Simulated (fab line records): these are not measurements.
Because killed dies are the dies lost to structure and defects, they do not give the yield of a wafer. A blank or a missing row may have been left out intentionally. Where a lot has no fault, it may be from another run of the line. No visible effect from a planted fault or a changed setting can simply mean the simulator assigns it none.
What tool caused it? || flow gf180mcu || 10 lots with 30 wafers sampled at 7 steps, on a route of 602 steps

== WHAT THE GAUGES READ, wafer by wafer ==
GF_PSD_TW_MEAS_11.
{"lot": "L605", "measured": "day 14 07:49", "on": "film metro-02", "PSD_TW": "3209 3210 3215"}
{"lot": "L607", "measured": "day 14 19:41", "on": "film metro-01", "PSD_TW": "3181 3199 3188"}
{"lot": "L609", "measured": "day 15 13:40", "on": "film metro-01", "PSD_TW": "3177 3216 3181"}
{"lot": "L610", "measured": "day 15 23:37", "on": "film metro-01", "PSD_TW": "3202 3206 3193"}
{"lot": "L612", "measured": "day 16 14:41", "on": "film metro-02", "PSD_TW": "3190 3206 3217"}
{"lot": "L619", "measured": "day 19 06:53", "on": "film metro-04", "PSD_TW": "3433 3431 3445"}
{"lot": "L620", "measured": "day 19 15:04", "on": "film metro-01", "PSD_TW": "3439 3447 3454"}
{"lot": "L623", "measured": "day 20 20:06", "on": "film metro-01", "PSD_TW": "3221 3205 3196"}
{"lot": "L625", "measured": "day 21 09:46", "on": "film metro-01", "PSD_TW": "3213 3214 3216"}
{"lot": "L628", "measured": "day 22 12:30", "on": "film metro-04", "PSD_TW": "3218 3211 3208"}

GF_PSD_RS_MEAS_15: a four-point-probe measurement.
{"lot": "L605", "measured": "day 14 08:08", "on": "film metro-04", "PSD_RS (ohm/sq)": "108.7 108.5 108.7"}
{"lot": "L607", "measured": "day 14 20:00", "on": "film metro-04", "PSD_RS (ohm/sq)": "108.9 109.1 108.6"}
{"lot": "L609", "measured": "day 15 14:00", "on": "film metro-04", "PSD_RS (ohm/sq)": "108.8 109.0 109.0"}
{"lot": "L610", "measured": "day 15 23:57", "on": "film metro-02", "PSD_RS (ohm/sq)": "108.7 109.0 108.7"}
{"lot": "L612", "measured": "day 16 15:01", "on": "film metro-04", "PSD_RS (ohm/sq)": "108.7 108.9 109.0"}
{"lot": "L619", "measured": "day 19 07:13", "on": "film metro-04", "PSD_RS (ohm/sq)": "97.9 97.6 97.6"}
{"lot": "L620", "measured": "day 19 15:23", "on": "film metro-01", "PSD_RS (ohm/sq)": "97.9 97.7 97.9"}
{"lot": "L623", "measured": "day 20 20:25", "on": "film metro-01", "PSD_RS (ohm/sq)": "108.5 108.2 108.3"}
{"lot": "L625", "measured": "day 21 10:07", "on": "film metro-01", "PSD_RS (ohm/sq)": "108.3 108.2 108.4"}
{"lot": "L628", "measured": "day 22 12:50", "on": "film metro-02", "PSD_RS (ohm/sq)": "108.6 108.3 108.3"}

GF_V3_BOW_MEAS_05.
{"lot": "L605", "measured": "day 21 10:50", "on": "film metro-02", "V3_BOW (um)": "120 122 118"}
{"lot": "L607", "measured": "day 22 01:19", "on": "film metro-02", "V3_BOW (um)": "134 124 119"}
{"lot": "L609", "measured": "day 22 21:43", "on": "film metro-01", "V3_BOW (um)": "122 119 130"}
{"lot": "L610", "measured": "day 23 05:46", "on": "film metro-01", "V3_BOW (um)": "134 127 130"}
{"lot": "L612", "measured": "day 23 23:23", "on": "film metro-02", "V3_BOW (um)": "111 119 131"}
{"lot": "L619", "measured": "day 26 08:40", "on": "film metro-01", "V3_BOW (um)": "115 122 119"}
{"lot": "L620", "measured": "day 26 13:44", "on": "film metro-03", "V3_BOW (um)": "109 108 106"}
{"lot": "L623", "measured": "day 27 22:32", "on": "film metro-03", "V3_BOW (um)": "113 123 114"}
{"lot": "L625", "measured": "day 28 03:57", "on": "film metro-03", "V3_BOW (um)": "108 114 111"}
{"lot": "L628", "measured": "day 29 01:53", "on": "film metro-02", "V3_BOW (um)": "103 108 118"}

== TOOL THAT RAN EACH LOT (tool first, then ch and the chambers of the sampled wafers, then the start) ==
{"lot": "L605", "GF_STI_ETCH_14": "rie si-01 ch 1,2,3, day 2 02:17", "GF_PSD_IMPLANT_09": "implanter-04 ch 0, day 14 07:34", "GF_PSD_STRIP_10": "plasma asher-04 ch 0,1, day 14 07:43", "GF_M2_STRIP_17": "plasma asher-03 ch 0,1, day 19 06:27"}
{"lot": "L607", "GF_STI_ETCH_14": "rie si-02 ch 0,1,2, day 2 11:32", "GF_PSD_IMPLANT_09": "implanter-04 ch 0, day 14 19:26", "GF_PSD_STRIP_10": "plasma asher-01 ch 0,1, day 14 19:35", "GF_M2_STRIP_17": "plasma asher-04 ch 0,1, day 19 20:48"}
{"lot": "L609", "GF_STI_ETCH_14": "rie si-01 ch 0,2,3, day 2 21:50", "GF_PSD_IMPLANT_09": "implanter-03 ch 0, day 15 13:26", "GF_PSD_STRIP_10": "plasma asher-04 ch 1, day 15 13:34", "GF_M2_STRIP_17": "plasma asher-02 ch 1, day 20 17:10"}
{"lot": "L610", "GF_STI_ETCH_14": "rie si-01 ch 1,2,3, day 3 03:32", "GF_PSD_IMPLANT_09": "implanter-04 ch 0, day 15 23:23", "GF_PSD_STRIP_10": "plasma asher-02 ch 0,1, day 15 23:31", "GF_M2_STRIP_17": "plasma asher-04 ch 0,1, day 21 03:17"}
{"lot": "L612", "GF_STI_ETCH_14": "rie si-01 ch 0,1,2, day 3 14:52", "GF_PSD_IMPLANT_09": "implanter-01 ch 0, day 16 14:26", "GF_PSD_STRIP_10": "plasma asher-01 ch 0,1, day 16 14:35", "GF_M2_STRIP_17": "plasma asher-03 ch 0,1, day 21 20:39"}
{"lot": "L619", "GF_STI_ETCH_14": "rie si-02 ch 0,2,3, day 5 01:26", "GF_PSD_IMPLANT_09": "implanter-04 ch 0, day 19 06:40", "GF_PSD_STRIP_10": "plasma asher-02 ch 0,1, day 19 06:47", "GF_M2_STRIP_17": "plasma asher-02 ch 0,1, day 24 10:48"}
{"lot": "L620", "GF_STI_ETCH_14": "rie si-01 ch 0,2,3, day 5 07:32", "GF_PSD_IMPLANT_09": "implanter-04 ch 0, day 19 14:49", "GF_PSD_STRIP_10": "plasma asher-01 ch 0,1, day 19 14:58", "GF_M2_STRIP_17": "plasma asher-04 ch 0,1, day 24 15:33"}
{"lot": "L623", "GF_STI_ETCH_14": "rie si-02 ch 0,2, day 5 21:56", "GF_PSD_IMPLANT_09": "implanter-03 ch 0, day 20 19:52", "GF_PSD_STRIP_10": "plasma asher-01 ch 0,1, day 20 19:59", "GF_M2_STRIP_17": "plasma asher-02 ch 0,1, day 25 22:26"}
{"lot": "L625", "GF_STI_ETCH_14": "rie si-02 ch 0,1, day 6 08:46", "GF_PSD_IMPLANT_09": "implanter-03 ch 0, day 21 09:34", "GF_PSD_STRIP_10": "plasma asher-01 ch 0,1, day 21 09:40", "GF_M2_STRIP_17": "plasma asher-04 ch 0,1, day 26 07:42"}
{"lot": "L628", "GF_STI_ETCH_14": "rie si-01 ch 0,3, day 7 01:35", "GF_PSD_IMPLANT_09": "implanter-03 ch 0, day 22 12:16", "GF_PSD_STRIP_10": "plasma asher-04 ch 0,1, day 22 12:23", "GF_M2_STRIP_17": "plasma asher-02 ch 0,1, day 27 06:33"}
- GF_STI_ETCH_14: etches Si in HBr/Cl2/O2, target depth 360 nm, time 102.9 s.
- GF_PSD_IMPLANT_09
- GF_PSD_STRIP_10: strips in O2/N2.
- GF_M2_STRIP_17: strips in O2/N2.

== AS READ BY THE TOOLS THEMSELVES (means over the sampled wafers that have a number; for cases with no such wafer, the mark the record gives instead) ==
GF_STI_ETCH_14.
{"lot": "L605", "tool": "rie si-01", "bias w (W)": 150.1, "drypump motor current A (A)": 6.0, "oes product au (a.u.)": 0.990, "throttle valve pct (%)": 25.662}
{"lot": "L607", "tool": "rie si-02", "bias w (W)": 149.8, "drypump motor current A (A)": 5.1, "oes product au (a.u.)": 0.995, "throttle valve pct (%)": 25.661}
{"lot": "L609", "tool": "rie si-01", "bias w (W)": 149.7, "drypump motor current A (A)": 6.0, "oes product au (a.u.)": 0.999, "throttle valve pct (%)": 25.651}
{"lot": "L610", "tool": "rie si-01", "bias w (W)": 149.8, "drypump motor current A (A)": 6.0, "oes product au (a.u.)": 0.990, "throttle valve pct (%)": 25.661}
{"lot": "L612", "tool": "rie si-01", "bias w (W)": 149.2, "drypump motor current A (A)": 5.9, "oes product au (a.u.)": 0.992, "throttle valve pct (%)": 25.664}
{"lot": "L619", "tool": "rie si-02", "bias w (W)": 150.0, "drypump motor current A (A)": 5.4, "oes product au (a.u.)": 0.993, "throttle valve pct (%)": 25.670}
{"lot": "L620", "tool": "rie si-01", "bias w (W)": 150.4, "drypump motor current A (A)": 6.0, "oes product au (a.u.)": 1.004, "throttle valve pct (%)": 25.658}
{"lot": "L623", "tool": "rie si-02", "bias w (W)": 150.2, "drypump motor current A (A)": 5.3, "oes product au (a.u.)": 0.993, "throttle valve pct (%)": 25.661}
{"lot": "L625", "tool": "rie si-02", "bias w (W)": 150.3, "drypump motor current A (A)": 5.2, "oes product au (a.u.)": 0.995, "throttle valve pct (%)": 25.670}
{"lot": "L628", "tool": "rie si-01", "bias w (W)": 150.1, "drypump motor current A (A)": 5.7, "oes product au (a.u.)": 0.985, "throttle valve pct (%)": 25.666}

GF_PSD_IMPLANT_09.
{"lot": "L605", "tool": "implanter-04", "beam energy keV": 40.010}
{"lot": "L607", "tool": "implanter-04", "beam energy keV": 39.986}
{"lot": "L609", "tool": "implanter-03", "beam energy keV": 39.990}
{"lot": "L610", "tool": "implanter-04", "beam energy keV": 39.984}
{"lot": "L612", "tool": "implanter-01", "beam energy keV": 39.995}
{"lot": "L619", "tool": "implanter-04", "beam energy keV": 52.659}
{"lot": "L620", "tool": "implanter-04", "beam energy keV": 52.666}
{"lot": "L623", "tool": "implanter-03", "beam energy keV": 40.007}
{"lot": "L625", "tool": "implanter-03", "beam energy keV": 39.998}
{"lot": "L628", "tool": "implanter-03", "beam energy keV": 40.000}

GF_PSD_STRIP_10.
{"lot": "L605", "tool": "plasma asher-04", "drypump motor current A (A)": 6.0, "heater power w (W)": 340, "o2 flow sccm (sccm)": 2991, "oes product au (a.u.)": 0.590, "strip time to endpoint s (s)": 16.55}
{"lot": "L607", "tool": "plasma asher-01", "drypump motor current A (A)": 5.7, "heater power w (W)": 314, "o2 flow sccm (sccm)": 2992, "oes product au (a.u.)": 0.590, "strip time to endpoint s (s)": 16.56}
{"lot": "L609", "tool": "plasma asher-04", "drypump motor current A (A)": 5.3, "heater power w (W)": 328, "o2 flow sccm (sccm)": 3000, "oes product au (a.u.)": 0.589, "strip time to endpoint s (s)": 16.53}
{"lot": "L610", "tool": "plasma asher-02", "drypump motor current A (A)": 6.1, "heater power w (W)": 328, "o2 flow sccm (sccm)": 3001, "oes product au (a.u.)": 0.593, "strip time to endpoint s (s)": 16.51}
{"lot": "L612", "tool": "plasma asher-01", "drypump motor current A (A)": 5.7, "heater power w (W)": 313, "o2 flow sccm (sccm)": 3001, "oes product au (a.u.)": 0.588, "strip time to endpoint s (s)": 16.50}
{"lot": "L619", "tool": "plasma asher-02", "drypump motor current A (A)": 6.1, "heater power w (W)": 327, "o2 flow sccm (sccm)": 2997, "oes product au (a.u.)": 0.568, "strip time to endpoint s (s)": 17.78}
{"lot": "L620", "tool": "plasma asher-01", "drypump motor current A (A)": 5.9, "heater power w (W)": 326, "o2 flow sccm (sccm)": 3003, "oes product au (a.u.)": 0.569, "strip time to endpoint s (s)": 17.78}
{"lot": "L623", "tool": "plasma asher-01", "drypump motor current A (A)": 5.7, "heater power w (W)": 311, "o2 flow sccm (sccm)": 3007, "oes product au (a.u.)": 0.590, "strip time to endpoint s (s)": 16.56}
{"lot": "L625", "tool": "plasma asher-01", "drypump motor current A (A)": 5.9, "heater power w (W)": 320, "o2 flow sccm (sccm)": 3008, "oes product au (a.u.)": 0.593, "strip time to endpoint s (s)": 16.53}
{"lot": "L628", "tool": "plasma asher-04", "drypump motor current A (A)": 5.6, "heater power w (W)": 332, "o2 flow sccm (sccm)": 3007, "oes product au (a.u.)": 0.591, "strip time to endpoint s (s)": 16.56}

GF_M2_STRIP_17.
{"lot": "L605", "tool": "plasma asher-03", "drypump motor current A (A)": 5.9, "heater power w (W)": 358, "o2 flow sccm (sccm)": 3002, "oes product au (a.u.)": 0.554, "strip time to endpoint s (s)": 7.86}
{"lot": "L607", "tool": "plasma asher-04", "drypump motor current A (A)": 5.6, "heater power w (W)": 330, "o2 flow sccm (sccm)": 3000, "oes product au (a.u.)": 0.556, "strip time to endpoint s (s)": 7.84}
{"lot": "L609", "tool": "plasma asher-02", "drypump motor current A (A)": 6.3, "heater power w (W)": 332, "o2 flow sccm (sccm)": 2999, "oes product au (a.u.)": 0.550, "strip time to endpoint s (s)": 7.86}
{"lot": "L610", "tool": "plasma asher-04", "drypump motor current A (A)": 5.6, "heater power w (W)": 325, "o2 flow sccm (sccm)": 3000, "oes product au (a.u.)": 0.559, "strip time to endpoint s (s)": 7.84}
{"lot": "L612", "tool": "plasma asher-03", "drypump motor current A (A)": 5.7, "heater power w (W)": 336, "o2 flow sccm (sccm)": 3002, "oes product au (a.u.)": 0.556, "strip time to endpoint s (s)": 7.95}
{"lot": "L619", "tool": "plasma asher-02", "drypump motor current A (A)": 6.0, "heater power w (W)": 324, "o2 flow sccm (sccm)": 2999, "oes product au (a.u.)": 0.564, "strip time to endpoint s (s)": 7.84}
{"lot": "L620", "tool": "plasma asher-04", "drypump motor current A (A)": 5.6, "heater power w (W)": 330, "o2 flow sccm (sccm)": 3005, "oes product au (a.u.)": 0.552, "strip time to endpoint s (s)": 7.80}
{"lot": "L623", "tool": "plasma asher-02", "drypump motor current A (A)": 6.1, "heater power w (W)": 327, "o2 flow sccm (sccm)": 3007, "oes product au (a.u.)": 0.557, "strip time to endpoint s (s)": 7.86}
{"lot": "L625", "tool": "plasma asher-04", "drypump motor current A (A)": 5.9, "heater power w (W)": 338, "o2 flow sccm (sccm)": 3007, "oes product au (a.u.)": 0.558, "strip time to endpoint s (s)": 7.91}
{"lot": "L628", "tool": "plasma asher-02", "drypump motor current A (A)": 6.1, "heater power w (W)": 331, "o2 flow sccm (sccm)": 3007, "oes product au (a.u.)": 0.559, "strip time to endpoint s (s)": 7.85}

== THE ANSWER, worked out from the rows above alone ==
Rule: usual is defined by the lots themselves. The widest of any qualifying gaps counts: lots, ordered by their means at a reading, are off when they make up no more than a third of the lots, leave a main group of 4 or more, and stand apart from it by 3 or more times the standard deviation of that group's means. If all means in a main group match to the digits the tables above print for the reading, that group is not used. Also off: a lot with no number at a reading for which 4 or more lots have one. Any other lot the step has rows for is counted as sound. Order of review: gauges by route order, followed by the tools' own readings, for which a lot's mean as printed above is used. The first step at which some lot is off is used, and at that step the reading that is off furthest; a lot without a number counts as furthest.
Off: L619, L620, at GF_PSD_TW_MEAS_11 (PSD_TW). Main group: mean 3204, sd 8.9.
If a tool, at a process step before that reading, ran all the lots that are off and no sound lot after the first of them, it fits. The gauges at GF_PSD_TW_MEAS_11 aren't tried: what is off there is off at GF_PSD_IMPLANT_09 too, on other tools, and a gauge's error can't cause that. One fits: implanter-04 at GF_PSD_IMPLANT_09. A fault onset in the window from L610 (day 15 23:23, its last sound lot) to L619 (day 19 06:40, its first lot off) fits.
The tool's own readings at GF_PSD_IMPLANT_09 bear it out: on the lots that are off they differ by more than 5 times the standard deviation of the sound lots' means. beam energy keV reads 52.662 there against 39.996 on the sound lots.

== WHAT THE SIMULATOR HAD PUT IN ==
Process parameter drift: implanter-04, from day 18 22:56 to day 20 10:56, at GF_PSD_IMPLANT_09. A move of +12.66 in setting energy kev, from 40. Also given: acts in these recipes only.
Lots struck among those shown: L619, L620. The same result came from the rule above.
